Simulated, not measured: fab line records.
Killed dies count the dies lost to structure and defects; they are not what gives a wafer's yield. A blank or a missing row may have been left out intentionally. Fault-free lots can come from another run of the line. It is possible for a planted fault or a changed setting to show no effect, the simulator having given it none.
Matching of chambers :: flow gf180mcu :: GF_V1_ETCH_16 on rie-diel-01 has 4 sister chambers
The step etches BARC in N2/H2. 30 wafers are shown with their chamber, then 12 later ones without.

## WAFERS PAIRED WITH THEIR CHAMBERS
wafer: L078.2
chamber: 1
drypump-motor-current-A (A): 5.2
throttle-valve-pct (%): 13.226
oes-product-au (a.u.): 0.857

wafer: L078.3
chamber: 0
drypump-motor-current-A (A): 5.9
throttle-valve-pct (%): 13.213
oes-product-au (a.u.): 0.856

wafer: L078.4
chamber: 3
drypump-motor-current-A (A): 5.9
throttle-valve-pct (%): 13.225
oes-product-au (a.u.): 0.858

wafer: L080.1
chamber: 2
drypump-motor-current-A (A): 5.8
throttle-valve-pct (%): 13.233
oes-product-au (a.u.): 0.860

wafer: L080.2
chamber: 3
drypump-motor-current-A (A): 5.9
throttle-valve-pct (%): 13.216
oes-product-au (a.u.): 0.854

wafer: L080.3
chamber: 1
drypump-motor-current-A (A): 5.3
throttle-valve-pct (%): 13.230
oes-product-au (a.u.): 0.856

wafer: L081.3
chamber: 2
drypump-motor-current-A (A): 5.8
throttle-valve-pct (%): 13.225
oes-product-au (a.u.): 0.859

wafer: L081.4
chamber: 3
drypump-motor-current-A (A): 5.9
throttle-valve-pct (%): 13.232
oes-product-au (a.u.): 0.854

wafer: L081.6
chamber: 3
drypump-motor-current-A (A): 5.9
throttle-valve-pct (%): 13.235
oes-product-au (a.u.): 0.846

wafer: L082.1
chamber: 2
drypump-motor-current-A (A): 5.7
throttle-valve-pct (%): 13.211
oes-product-au (a.u.): 0.852

wafer: L082.2
chamber: 3
drypump-motor-current-A (A): 5.9
throttle-valve-pct (%): 13.235
oes-product-au (a.u.): 0.850

wafer: L082.3
chamber: 1
drypump-motor-current-A (A): 5.3
throttle-valve-pct (%): 13.228
oes-product-au (a.u.): 0.853

wafer: L084.1
chamber: 3
drypump-motor-current-A (A): 5.8
throttle-valve-pct (%): 13.229
oes-product-au (a.u.): 0.850

wafer: L084.2
chamber: 0
drypump-motor-current-A (A): 5.9
throttle-valve-pct (%): 13.203
oes-product-au (a.u.): 0.854

wafer: L084.3
chamber: 2
drypump-motor-current-A (A): 5.8
throttle-valve-pct (%): 13.225
oes-product-au (a.u.): 0.850

wafer: L084.4
chamber: 1
drypump-motor-current-A (A): 5.2
throttle-valve-pct (%): 13.222
oes-product-au (a.u.): 0.856

wafer: L084.5
chamber: 2
drypump-motor-current-A (A): 5.7
throttle-valve-pct (%): 13.232
oes-product-au (a.u.): 0.856

wafer: L084.6
chamber: 1
drypump-motor-current-A (A): 5.2
throttle-valve-pct (%): 13.233
oes-product-au (a.u.): 0.852

wafer: L085.1
chamber: 3
drypump-motor-current-A (A): 5.9
throttle-valve-pct (%): 13.238
oes-product-au (a.u.): 0.861

wafer: L085.4
chamber: 1
drypump-motor-current-A (A): 5.3
throttle-valve-pct (%): 13.219
oes-product-au (a.u.): 0.858

wafer: L085.6
chamber: 1
drypump-motor-current-A (A): 5.3
throttle-valve-pct (%): 13.229
oes-product-au (a.u.): 0.850

wafer: L088.3
chamber: 3
drypump-motor-current-A (A): 5.9
throttle-valve-pct (%): 13.234
oes-product-au (a.u.): 0.846

wafer: L088.4
chamber: 1
drypump-motor-current-A (A): 5.2
throttle-valve-pct (%): 13.219
oes-product-au (a.u.): 0.859

wafer: L088.6
chamber: 2
drypump-motor-current-A (A): 5.8
throttle-valve-pct (%): 13.225
oes-product-au (a.u.): 0.862

wafer: L089.2
chamber: 1
drypump-motor-current-A (A): 5.3
throttle-valve-pct (%): 13.221
oes-product-au (a.u.): 0.854

wafer: L089.5
chamber: 0
drypump-motor-current-A (A): 5.9
throttle-valve-pct (%): 13.233
oes-product-au (a.u.): 0.862

wafer: L089.6
chamber: 1
drypump-motor-current-A (A): 5.3
throttle-valve-pct (%): 13.215
oes-product-au (a.u.): 0.860

wafer: L094.1
chamber: 0
drypump-motor-current-A (A): 6.0
throttle-valve-pct (%): 13.227
oes-product-au (a.u.): 0.854

wafer: L094.2
chamber: 2
drypump-motor-current-A (A): 5.8
throttle-valve-pct (%): 13.219
oes-product-au (a.u.): 0.849

wafer: L094.3
chamber: 1
drypump-motor-current-A (A): 5.3
throttle-valve-pct (%): 13.220
oes-product-au (a.u.): 0.858

SIGNATURES, as means of the wafers listed above
reading: drypump-motor-current-A
chamber 0: 5.925
chamber 1: 5.264
chamber 2: 5.771
chamber 3: 5.888
scatter within a chamber: 0.0464

reading: throttle-valve-pct
chamber 0: 13.21900
chamber 1: 13.22382
chamber 2: 13.22429
chamber 3: 13.23050
scatter within a chamber: 0.00777

reading: oes-product-au
chamber 0: 0.85650
chamber 1: 0.85573
chamber 2: 0.85543
chamber 3: 0.85237
scatter within a chamber: 0.00441
Rule: for a wafer and a chamber, the distance is found by dividing, reading by reading, the gap between the wafer's reading and the chamber's mean by the reading's scatter, squaring, summing and taking the root. If the next closest chamber is less than 2 further off than the closest, the wafer can't be placed; otherwise it belongs to the closest. The scatter: the root of (the sum of the squares of (reading less its chamber's mean) over the shown wafers, divided by (wafers less chambers)).

## WAFERS MISSING THEIR CHAMBER
wafer: L094.4
drypump-motor-current-A (A): 5.9
throttle-valve-pct (%): 13.216
oes-product-au (a.u.): 0.858

wafer: L094.5
drypump-motor-current-A (A): 5.7
throttle-valve-pct (%): 13.222
oes-product-au (a.u.): 0.860

wafer: L094.6
drypump-motor-current-A (A): 5.9
throttle-valve-pct (%): 13.223
oes-product-au (a.u.): 0.855

wafer: L096.1
drypump-motor-current-A (A): 5.9
throttle-valve-pct (%): 13.225
oes-product-au (a.u.): 0.855

wafer: L096.2
drypump-motor-current-A (A): 5.7
throttle-valve-pct (%): 13.238
oes-product-au (a.u.): 0.852

wafer: L096.3
drypump-motor-current-A (A): 5.2
throttle-valve-pct (%): 13.237
oes-product-au (a.u.): 0.855

wafer: L096.4
drypump-motor-current-A (A): 6.0
throttle-valve-pct (%): 13.216
oes-product-au (a.u.): 0.851

wafer: L096.5
drypump-motor-current-A (A): 5.9
throttle-valve-pct (%): 13.225
oes-product-au (a.u.): 0.853

wafer: L096.6
drypump-motor-current-A (A): 5.7
throttle-valve-pct (%): 13.222
oes-product-au (a.u.): 0.860

wafer: L097.1
drypump-motor-current-A (A): 6.0
throttle-valve-pct (%): 13.225
oes-product-au (a.u.): 0.856

wafer: L097.2
drypump-motor-current-A (A): 5.3
throttle-valve-pct (%): 13.237
oes-product-au (a.u.): 0.855

wafer: L097.6
drypump-motor-current-A (A): 6.0
throttle-valve-pct (%): 13.230
oes-product-au (a.u.): 0.855

## THE CHAMBER EACH PASSED THROUGH
wafer: L094.4
from the rows above: can't be placed: 0 or 3
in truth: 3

wafer: L094.5
from the rows above: 2
in truth: 2

wafer: L094.6
from the rows above: can't be placed: 0 or 3 or 2
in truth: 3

wafer: L096.1
from the rows above: can't be placed: 3 or 0 or 2
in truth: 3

wafer: L096.2
from the rows above: can't be placed: 2 or 3
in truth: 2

wafer: L096.3
from the rows above: 1
in truth: 1

wafer: L096.4
from the rows above: can't be placed: 0 or 3
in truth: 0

wafer: L096.5
from the rows above: can't be placed: 3 or 0
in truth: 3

wafer: L096.6
from the rows above: 2
in truth: 2

wafer: L097.1
from the rows above: can't be placed: 0 or 3
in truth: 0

wafer: L097.2
from the rows above: 1
in truth: 1

wafer: L097.6
from the rows above: can't be placed: 0 or 3
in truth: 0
4 of 12 placed correctly. Unplaceable from these rows: 8, with the true chamber sitting among the candidates in 8. Number placed wrongly: 0.
